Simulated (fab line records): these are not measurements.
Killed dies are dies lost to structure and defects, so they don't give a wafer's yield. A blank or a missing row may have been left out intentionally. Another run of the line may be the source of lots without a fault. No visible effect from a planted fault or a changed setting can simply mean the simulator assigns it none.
2 desks, one fault ; flow sfq-line ; every desk sees just its own numbers, and what lay behind them comes last

AT THE TOOL OWNER'S DESK: litho-track-03
The tool's own readings at SFQ_TRILAYER_I6_VIA_LITHO_PEB_172 (peb time 60 s): means of the sampled wafers that have a number, for each lot that ran on this tool. If a lot's mean is further than 4 standard deviations from the usual mean, the lot is out of limits and carries the mark OUT (the distance appears in the brackets).
Columns: A = chill-plate-temp-C at SFQ_TRILAYER_I6_VIA_LITHO_PEB_172, usual 23.00 C; B = exhaust-pa at SFQ_TRILAYER_I6_VIA_LITHO_PEB_172, usual 45.2 Pa; C = heater-power-total-W at SFQ_TRILAYER_I6_VIA_LITHO_PEB_172, usual 79.15 W
lot;first seen here;A;B;C
L143;day 76 17:28;23.09;45.3;79.13
L144;day 76 21:05;23.03;45.6;79.15
L146;day 78 23:38;22.95;46.4;79.09
L154;day 79 18:08;22.89;44.8;79.13
L156;day 79 20:31;23.05;44.9;79.13
L163;day 83 14:02;22.94;45.6;79.12
Result from this desk: across the 6 lots, nothing is out of limits.

AT THE METROLOGY DESK
Means of the sampled wafers that have a number, per lot and without regard to the tool the lot ran on: this is what the gauges read. If a lot's mean is further than 4 standard deviations from the usual mean, the lot is out of limits and carries the mark OUT (the distance appears in the brackets).
Columns: A = J5_OVL at SFQ_JJ_OVL_MEAS_931, usual 2 nm; B = I7_OVL at SFQ_I7_OVL_MEAS_947, usual -3 nm
lot;first seen here;A;B
L143;day 51 20:56;5;-2
L144;day 52 06:32;10;-3
L145;day 54 21:11;1;-0
L146;day 54 23:35;0;3
L149;day 55 05:42;-3;-0
L151;day 61 10:28;-1;-
L152;day 61 12:52;6;-
L153;day 61 16:28;14;-
L154;day 61 17:40;5;8
L156;day 62 03:16;-0;1
L160;day 62 10:28;11;7
L161;day 62 11:44;3;-10
L162;day 62 12:52;-4;-3
L163;day 62 14:04;8;-17
L164;day 62 15:19;-7;4
Result from this desk: across the 15 lots, nothing is out of limits.

PUT TOGETHER
The tool owner's desk saw nothing out of limits.
At the metrology desk, nothing out of limits was observed.

WHAT THE SIMULATOR HAD INSERTED
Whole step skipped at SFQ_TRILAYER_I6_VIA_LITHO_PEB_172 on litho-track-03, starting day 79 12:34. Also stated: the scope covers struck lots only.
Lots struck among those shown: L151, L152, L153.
